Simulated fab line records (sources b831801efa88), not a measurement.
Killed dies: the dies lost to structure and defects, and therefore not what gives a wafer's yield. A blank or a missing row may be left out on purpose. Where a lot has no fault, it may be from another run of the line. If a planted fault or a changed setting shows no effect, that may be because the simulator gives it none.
The tool behind it: which one? | flow gf180mcu | 7 lots, 21 wafers sampled, at 3 steps of a route of 602

## WHAT THE GAUGES READ, wafer by wafer
GF_M3_RS_MEAS_05: the measuring method here is four-point-probe.
lot  | measured     | on            | M3_ALCU_RS (ohm/sq)
L152 | day 22 07:11 | film metro-03 | 0.0683 0.0690 0.0685
L154 | day 23 03:09 | film metro-03 | 0.0689 0.0705 0.0681
L156 | day 24 02:40 | film metro-03 | 0.0692 0.0687 0.0688
L159 | day 24 16:17 | film metro-03 | 0.0691 0.0699 0.0692
L161 | day 25 13:54 | film metro-03 | 0.0685 0.0694 0.0704
L163 | day 25 18:52 | film metro-03 | 0.0693 0.0699 0.0699
L169 | day 27 20:49 | film metro-04 | 0.0679 0.0681 0.0677

## TOOL THAT RAN EACH LOT (tool first, then ch and the chambers of the sampled wafers, then the start)
lot  | GF_V2_SPUTTER_22             | GF_M3_SPUTTER_00
L152 | pvd sputter-04, day 22 06:17 | pvd sputter-01, day 22 06:55
L154 | pvd sputter-03, day 23 02:18 | pvd sputter-04, day 23 02:56
L156 | pvd sputter-03, day 24 01:47 | pvd sputter-02, day 24 02:25
L159 | pvd sputter-04, day 24 15:14 | pvd sputter-01, day 24 16:01
L161 | pvd sputter-01, day 25 13:03 | pvd sputter-04, day 25 13:41
L163 | pvd sputter-01, day 25 18:01 | pvd sputter-02, day 25 18:38
L169 | pvd sputter-04, day 27 19:57 | pvd sputter-01, day 27 20:35
- GF_V2_SPUTTER_22: material TiN, target thk 10 nm, time 40 s.
- GF_M3_SPUTTER_00: material Ti, target thk 37.5 nm, time 154.7 s.

## THE ANSWER, worked out from the rows above alone
Rule: the usual values come from the lots themselves. The widest of any qualifying gaps counts: lots, ordered by their means at a reading, are off when they make up no more than a third of the lots, leave a main group of 4 or more, and stand apart from it by 3 or more times the standard deviation of that group's means. Not used: any main group whose means are identical at the precision the tables above print for the reading. A lot without any number at a reading at which 4 lots or more have one is off too. Where the step has rows for the other lots, those lots are counted as sound.
None of the lots is off at any reading shown; this tells nothing.

## WHAT THE SIMULATOR HAD INSERTED
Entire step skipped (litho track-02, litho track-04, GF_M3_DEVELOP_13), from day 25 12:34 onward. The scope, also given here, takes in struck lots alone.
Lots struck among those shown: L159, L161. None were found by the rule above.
